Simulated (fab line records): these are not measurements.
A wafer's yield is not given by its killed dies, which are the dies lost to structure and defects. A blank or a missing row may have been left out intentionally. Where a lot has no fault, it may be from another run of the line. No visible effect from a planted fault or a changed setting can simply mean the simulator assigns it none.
Struck lot and sound lot, side by side ; flow gf180mcu ; 15 steps out of a route of 602
Sound: the wafers L953.1, L953.2, L953.4. The struck wafers were L949.1, L949.2, L949.5. At the end, the cause is stated.
Order at every step that has rows: each side's tool, ch and its chambers, its first start. Under that, the readings that differ: sound wafers ; struck wafers ; difference of the means ; sigmas: that difference in standard deviations of wafers without a fault.
alike: a reading whose means differ by less than 2 such deviations, as well as words and numbers matching on both sides. not compared: withheld readings; readings where some wafer has no value; bounds like >300 that might hide an equal value; numbers whose values overlap and for which the record gives no deviation.
A row with sigmas, a row that says differs or no value, or rows on one side alone: a step with any of these is where the two part. When numbers do not overlap yet have no deviation, they are printed without sigmas and do not part them. Lack of a reading on every wafer of one side parts them only where that side has two or more wafers.

first, 8 steps without rows for these wafers: GF_CONTACT_DEHYDRATE_06 (time 60 s); GF_CONTACT_HMDS_07 (prime time 60 s); GF_CONTACT_COAT_08; GF_CONTACT_COAT_09 (resist thk 1000 nm); GF_CONTACT_SOFTBAKE_10 (time 60 s); GF_CONTACT_EXPOSE_11 (exposes mask Contact, target cd 220 nm); GF_CONTACT_PEB_12 (peb time 90 s); GF_CONTACT_DEVELOP_13 (develop time 60 s).
GF_CONTACT_CD_MEAS_14: target cd 220 nm.
  struck on cdSem-02, day 22 03:16; sound on cdSem-02, day 23 11:34
  alike: cdNm
GF_CONTACT_OVL_MEAS_15:
  struck on overlay-02, day 22 03:23; sound on overlay-01, day 23 11:41
  alike: CONTACT_OVL
GF_CONTACT_ETCH_16: etches BARC in N2/H2.
  sound on rieDiel-01 ch 0,2,3, day 23 11:43; struck on rieDiel-01 ch 0,1,3, day 22 03:25
  alike: drypumpMotorCurrentA, h2FlowSccm, oesProductAu, throttleValvePct
GF_CONTACT_ETCH_17: etches SiO2 in C4F8/O2/Ar, stops on CoSi2, target depth 860 nm.
  sound: rieDiel-01 ch 0,2,3; struck: rieDiel-01 ch 0,1,3
  alike: oesProductAu
GF_CONTACT_STRIP_18: strips in O2/N2.
  sound on plasmaAsher-03 ch 0,1, day 23 11:52; struck on plasmaAsher-04 ch 0,1, day 22 03:34
  no value came back on the struck wafers for chamberPressureMTorr (mTorr), drypumpMotorCurrentA (A), heaterPowerW (W), oesProductAu (a.u.); on the sound wafers chamberPressureMTorr (mTorr) reads 1502.0 1497.0 1501.0
  not compared: rfHoursCounterH
then, 1 step without rows for these wafers: GF_CONTACT_CLEAN_19 (cleans in SPM).
-- the record jumps here: 11 days lie between the struck wafers' starts before and after (it left off in module CONTACT and takes up again in module PASSIVATION, whose first step shown is number 602 of the route) --
GF_PASSIVATION_PROBE_99:
  rows exist in the record for the struck wafers here (prober-02, day 33 14:29), but not for the sound ones

## WHERE THEY PART
At GF_CONTACT_STRIP_18 first; at GF_PASSIVATION_PROBE_99 last (within this record only).

WHY: what had been put in by the simulator
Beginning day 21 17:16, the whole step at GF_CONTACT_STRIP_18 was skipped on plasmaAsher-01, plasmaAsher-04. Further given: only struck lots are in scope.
